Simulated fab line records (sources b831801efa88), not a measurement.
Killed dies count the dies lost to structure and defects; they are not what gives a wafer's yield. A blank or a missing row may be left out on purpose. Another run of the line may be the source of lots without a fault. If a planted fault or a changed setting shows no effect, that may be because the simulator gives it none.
Which tool was responsible?    flow gf180mcu    42 wafers from 14 lots sampled at 5 of the route's 602 steps

== WHAT EACH GAUGE READ, for each wafer ==
GF_POLY_GATE_CD_MEAS_18. Usual: 279.4 nm for cd nm, sd 1.4.
lot   measured      on         cd nm (nm)         flag
L775  day 9 09:49   cd sem-02  276.9 278.3 276.1  
L776  day 9 20:02   cd sem-01  278.1 277.9 278.4  
L777  day 9 23:53   cd sem-01  278.8 278.3 277.5  
L780  day 10 20:31  cd sem-02  281.2 281.0 282.0  
L779  day 10 20:33  cd sem-01  278.9 278.4 280.0  
L781  day 11 10:09  cd sem-01  279.5 281.2 279.9  
L786  day 12 21:29  cd sem-02  279.0 278.4 279.5  
L788  day 13 10:30  cd sem-01  279.8 279.6 278.9  
L790  day 13 19:34  cd sem-01  279.8 278.8 277.0  
L793  day 14 15:54  cd sem-02  278.6 278.4 278.5  
L795  day 15 08:17  cd sem-02  282.9 281.5 282.5  
L796  day 15 12:20  cd sem-01  279.5 278.8 279.0  
L797  day 16 07:49  cd sem-02  277.7 276.7 277.1  
L798  day 16 08:32  cd sem-01  280.6 280.6 279.2  

GF_PSD_RS_MEAS_14: measurement is done with a four-point probe. Usual: for NSD_RS the level is 46.14 ohm/sq and the standard deviation is 0.09.
lot   measured      on             NSD_RS (ohm/sq)    flag
L775  day 14 06:35  film metro-02  46.18 46.11 46.15  
L776  day 14 19:35  film metro-04  46.11 46.04 46.08  
L777  day 14 23:06  film metro-03  46.22 46.10 46.24  
L780  day 16 02:50  film metro-03  46.14 46.15 46.14  
L779  day 16 00:30  film metro-02  46.34 46.24 46.09  
L781  day 16 16:29  film metro-02  46.23 46.25 46.11  
L786  day 18 14:10  film metro-04  - - -              OFF
L788  day 19 03:28  film metro-03  - - -              OFF
L790  day 19 15:50  film metro-02  46.25 46.22 46.25  
L793  day 20 16:25  film metro-04  45.98 45.94 45.96  
L795  day 21 10:22  film metro-04  46.07 45.99 46.05  
L796  day 21 15:35  film metro-04  46.02 45.90 46.03  
L797  day 22 11:28  film metro-03  46.09 46.12 46.15  
L798  day 22 14:19  film metro-02  46.16 46.14 46.11  

GF_SAB_THK_MEAS_01. Usual: for SAB_CVD_00_THK the level is 49.7 nm and the standard deviation is 0.55.
lot   measured      on             SAB_CVD_00_THK (nm)  flag
L775  day 14 06:49  film metro-01  49.4 50.0 50.4       
L776  day 14 19:50  film metro-01  49.8 49.1 49.6       
L777  day 14 23:21  film metro-04  48.7 49.4 50.0       
L780  day 16 03:06  film metro-01  49.8 50.5 50.7       
L779  day 16 00:45  film metro-04  49.6 50.0 50.3       
L781  day 16 16:44  film metro-04  49.8 50.1 49.7       
L786  day 18 14:26  film metro-02  50.0 50.2 50.2       
L788  day 19 03:43  film metro-02  49.8 50.2 49.4       
L790  day 19 16:05  film metro-04  49.4 49.8 50.1       
L793  day 20 16:41  film metro-02  49.3 48.4 49.7       
L795  day 21 10:38  film metro-02  49.6 49.6 50.1       
L796  day 21 15:50  film metro-01  49.4 49.8 50.4       
L797  day 22 11:43  film metro-01  49.5 49.2 50.2       
L798  day 22 14:35  film metro-01  49.2 48.3 49.4       

GF_SAB_OVL_MEAS_10. Usual: for SAB_OVL the level is 0.4 nm and the standard deviation is 1.4.
lot   measured      on          SAB_OVL (nm)   flag
L775  day 15 04:39  overlay-02  1.8 1.1 1.6    
L776  day 15 16:26  overlay-01  1.2 -1.0 -1.4  
L777  day 15 20:54  overlay-01  0.4 -0.1 0.1   
L780  day 17 01:14  overlay-02  1.1 2.6 -0.9   
L779  day 16 23:06  overlay-01  -0.5 1.3 0.1   
L781  day 17 14:47  overlay-02  1.5 2.7 2.7    
L786  day 19 14:29  overlay-02  2.4 2.4 3.6    
L788  day 20 03:30  overlay-01  0.0 -1.0 -0.2  
L790  day 20 16:08  overlay-01  0.9 -0.6 1.7   
L793  day 21 16:32  overlay-01  0.5 -1.1 0.6   
L795  day 22 09:41  overlay-01  0.3 1.0 0.7    
L796  day 22 14:41  overlay-01  2.6 2.3 2.2    
L797  day 23 10:41  overlay-01  0.9 1.3 0.4    
L798  day 23 13:56  overlay-01  0.6 1.0 0.1    

== EACH LOT AND THE TOOL THAT RAN IT (in order: tool; ch and the chambers of the sampled wafers; start) ==
lot   GF_NSD_IMPLANT_09
L775  implanter-02 ch 0, day 13 09:35
L776  implanter-03 ch 0, day 13 23:02
L777  implanter-03 ch 0, day 14 01:37
L780  implanter-01 ch 0, day 15 03:59
L779  implanter-03 ch 0, day 15 02:01
L781  implanter-02 ch 0, day 15 17:35
L786  implanter-02 ch 0, day 17 13:47
L788  implanter-02 ch 0, day 18 03:50
L790  implanter-03 ch 0, day 18 14:26
L793  implanter-01 ch 0, day 19 15:26
L795  implanter-03 ch 0, day 20 09:50
L796  implanter-02 ch 0, day 20 14:32
L797  implanter-02 ch 0, day 21 11:34
L798  implanter-01 ch 0, day 21 13:44
- GF_NSD_IMPLANT_09

== AS READ BY THE TOOLS THEMSELVES (means over the sampled wafers that have a number; for cases with no such wafer, the mark the record gives instead) ==
GF_NSD_IMPLANT_09. Usual: dose ions cm2 4e+15, standard deviation 4.7e+12; tilt deg 7.000 degrees, standard deviation 0.019.
lot   tool          dose ions cm2  tilt deg (degrees)  flag
L775  implanter-02  4e+15          7.003               
L776  implanter-03  4e+15          7.006               
L777  implanter-03  4e+15          7.006               
L780  implanter-01  4e+15          6.995               
L779  implanter-03  4e+15          7.005               
L781  implanter-02  4e+15          7.022               
L786  implanter-02  4e+15          4.155               OFF
L788  implanter-02  4e+15          4.162               OFF
L790  implanter-03  4e+15          6.992               
L793  implanter-01  4e+15          6.975               
L795  implanter-03  4e+15          7.003               
L796  implanter-02  4e+15          7.005               
L797  implanter-02  4e+15          7.016               
L798  implanter-01  4e+15          6.971               

== THE ANSWER, worked out from the rows above alone ==
Rule: a lot counts as off when the mean over its wafers that have a number is more than 3 standard deviations away from the usual mean. A lot without any number at a reading at which 4 lots or more have one is off too. The other lots that the step has rows for count as sound. The gauges are gone through in route order, then the tools' own readings, and for those a lot's mean is taken as printed above. At the first step where some lot is off, the reading lying furthest off is the one used; lots without a number count as furthest.
Off: L786, L788, seen at GF_PSD_RS_MEAS_14 (NSD_RS). Without a number there: L786, L788.
If a tool, at a process step before that reading, ran all the lots that are off and no sound lot after the first of them, it fits. The gauges at GF_PSD_RS_MEAS_14 aren't tried: what is off there is off at GF_NSD_IMPLANT_09 too, on other tools, and a gauge's error can't cause that. Of those tried, none fits.

== WHAT THE SIMULATOR PUT IN ==
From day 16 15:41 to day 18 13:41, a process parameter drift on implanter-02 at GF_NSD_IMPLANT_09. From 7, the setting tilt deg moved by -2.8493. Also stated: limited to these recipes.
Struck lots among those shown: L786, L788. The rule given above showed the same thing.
